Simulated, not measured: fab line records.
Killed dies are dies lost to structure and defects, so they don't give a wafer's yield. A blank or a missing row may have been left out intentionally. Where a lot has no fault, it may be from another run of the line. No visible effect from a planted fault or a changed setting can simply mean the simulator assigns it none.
Which of the tools did it?	flow gf180mcu	45 wafers from 15 lots sampled at 4 of the route's 602 steps

WHAT THE GAUGES READ, wafer by wafer
GF_STI_THK_MEAS_24.
lot	measured	on	STI_CVD_23_THK (nm)
L689	day 2 03:47	filmMetro-04	659 669 660
L690	day 2 08:23	filmMetro-04	663 667 658
L691	day 2 14:16	filmMetro-04	658 652 649
L692	day 2 18:41	filmMetro-04	665 670 662
L693	day 2 23:30	filmMetro-01	650 654 651
L694	day 3 04:51	filmMetro-02	658 656 650
L695	day 3 10:59	filmMetro-01	651 660 652
L700	day 4 15:19	filmMetro-02	662 660 657
L701	day 4 19:20	filmMetro-01	654 656 657
L702	day 5 00:37	filmMetro-04	657 650 641
L703	day 5 04:16	filmMetro-04	667 667 660
L704	day 5 10:26	filmMetro-04	650 651 656
L706	day 5 20:08	filmMetro-01	643 644 656
L711	day 6 19:57	filmMetro-02	640 637 650
L712	day 7 02:45	filmMetro-01	646 640 633

GF_VT_IMPLANT_OVL_MEAS_18.
lot	measured	on	VT_IMPLANT_01_OVL (nm)
L689	day 6 07:13	overlay-01	0.2 1.4 -0.2
L690	day 6 12:30	overlay-01	-0.3 -2.7 -0.7
L691	day 6 17:10	overlay-02	1.8 2.2 1.3
L692	day 6 23:50	overlay-01	0.3 0.9 0.6
L693	day 7 04:48	overlay-02	-0.6 -1.0 -0.1
L694	day 7 11:01	overlay-02	0.5 0.3 1.0
L695	day 7 18:22	overlay-02	3.7 1.9 3.2
L700	day 9 08:58	overlay-02	3.1 1.7 0.9
L701	day 9 12:49	overlay-02	2.1 0.4 0.0
L702	day 9 18:22	overlay-02	0.7 0.6 0.3
L703	day 9 22:51	overlay-01	-0.3 0.1 0.7
L704	day 10 07:07	overlay-01	0.9 1.0 -1.0
L706	day 10 20:32	overlay-02	1.0 -0.8 -0.3
L711	day 11 23:10	overlay-02	0.8 0.8 1.1
L712	day 12 09:43	overlay-01	0.7 2.6 -0.4

GF_HV_LDD_THK_MEAS_55.
lot	measured	on	HV_LDD_CVD_54_THK (nm)
L689	day 12 12:35	filmMetro-01	9.71 9.61 9.57
L690	day 12 16:38	filmMetro-01	9.93 9.98 9.98
L694	day 13 22:14	filmMetro-01	9.99 10.09 10.10
L695	day 14 09:54	filmMetro-01	9.98 9.99 10.04
L700	day 16 10:32	filmMetro-01	10.06 10.09 10.13
L701	day 16 17:14	filmMetro-02	10.25 10.12 10.28
L702	day 17 00:56	filmMetro-03	10.06 10.13 10.13
L703	day 17 04:11	filmMetro-02	9.97 9.95 10.04
L704	day 17 15:52	filmMetro-02	9.96 10.05 10.02
L706	day 18 06:15	filmMetro-01	10.21 10.12 10.13
L711	day 19 17:45	filmMetro-03	9.79 9.83 9.89
L712	day 20 06:12	filmMetro-01	9.95 9.90 9.81

WHICH TOOL RAN EACH LOT (tool, then ch and the chambers of the sampled wafers, then the start)
lot	GF_DUAL_GATE_EXPOSE_08
L689	ilineStepper-01 ch 0, day 8 00:53
L690	ilineStepper-02 ch 0, day 8 06:02
L691	ilineStepper-02, day 8 11:20
L692	ilineStepper-02, day 8 18:11
L693	ilineStepper-02, day 8 23:58
L694	ilineStepper-02 ch 0, day 9 07:31
L695	ilineStepper-02 ch 0, day 9 15:28
L700	ilineStepper-02 ch 0, day 11 09:32
L701	ilineStepper-02 ch 0, day 11 15:13
L702	ilineStepper-02 ch 0, day 11 19:35
L703	ilineStepper-02 ch 0, day 12 01:00
L704	ilineStepper-02 ch 0, day 12 10:58
L706	ilineStepper-01 ch 0, day 12 23:17
L711	ilineStepper-01 ch 0, day 14 03:28
L712	ilineStepper-01 ch 0, day 14 15:20
- GF_DUAL_GATE_EXPOSE_08: exposes mask Dualgate, target cd 700 nm.

AS READ BY THE TOOLS THEMSELVES (means over the sampled wafers that have a number; for cases with no such wafer, the mark the record gives instead)
GF_DUAL_GATE_EXPOSE_08.
lot	tool	exposureDoseMJCm2	focusOffsetNm (nm)
L689	ilineStepper-01	139.90	-0.5
L690	ilineStepper-02	140.13	-0.1
L691	ilineStepper-02	-	-
L692	ilineStepper-02	-	-
L693	ilineStepper-02	-	-
L694	ilineStepper-02	139.90	-0.1
L695	ilineStepper-02	139.83	0.0
L700	ilineStepper-02	140.05	-0.3
L701	ilineStepper-02	140.06	-0.1
L702	ilineStepper-02	139.98	-0.6
L703	ilineStepper-02	140.13	0.8
L704	ilineStepper-02	140.02	-0.1
L706	ilineStepper-01	139.90	-0.1
L711	ilineStepper-01	139.97	0.2
L712	ilineStepper-01	140.18	0.1

THE ANSWER, worked out from the rows above alone
Rule: usual is defined by the lots themselves. The widest of any qualifying gaps counts: lots, ordered by their means at a reading, are off when they make up no more than a third of the lots, leave a main group of 4 or more, and stand apart from it by 3 or more times the standard deviation of that group's means. The tables above print the reading to a certain number of digits; a main group whose means all agree to those digits is not used. A lot without any number at a reading at which 4 lots or more have one is off too. All remaining lots with rows at the step are treated as sound. The gauges are gone through in route order, then the tools' own readings, and for those a lot's mean is taken as printed above. At the first step where some lot is off, the reading lying furthest off is the one used; lots without a number count as furthest.
Off, at GF_DUAL_GATE_EXPOSE_08 on exposureDoseMJCm2: L691, L692, L693. Without a number there: L691, L692, L693. Main group: mean 140.00, sd 0.11.
A tool fits if, at that step or a process step before it, it ran every lot that is off, and no sound lot after the first of them. No candidate that was tried fits.

WHAT HAD BEEN PUT IN BY THE SIMULATOR
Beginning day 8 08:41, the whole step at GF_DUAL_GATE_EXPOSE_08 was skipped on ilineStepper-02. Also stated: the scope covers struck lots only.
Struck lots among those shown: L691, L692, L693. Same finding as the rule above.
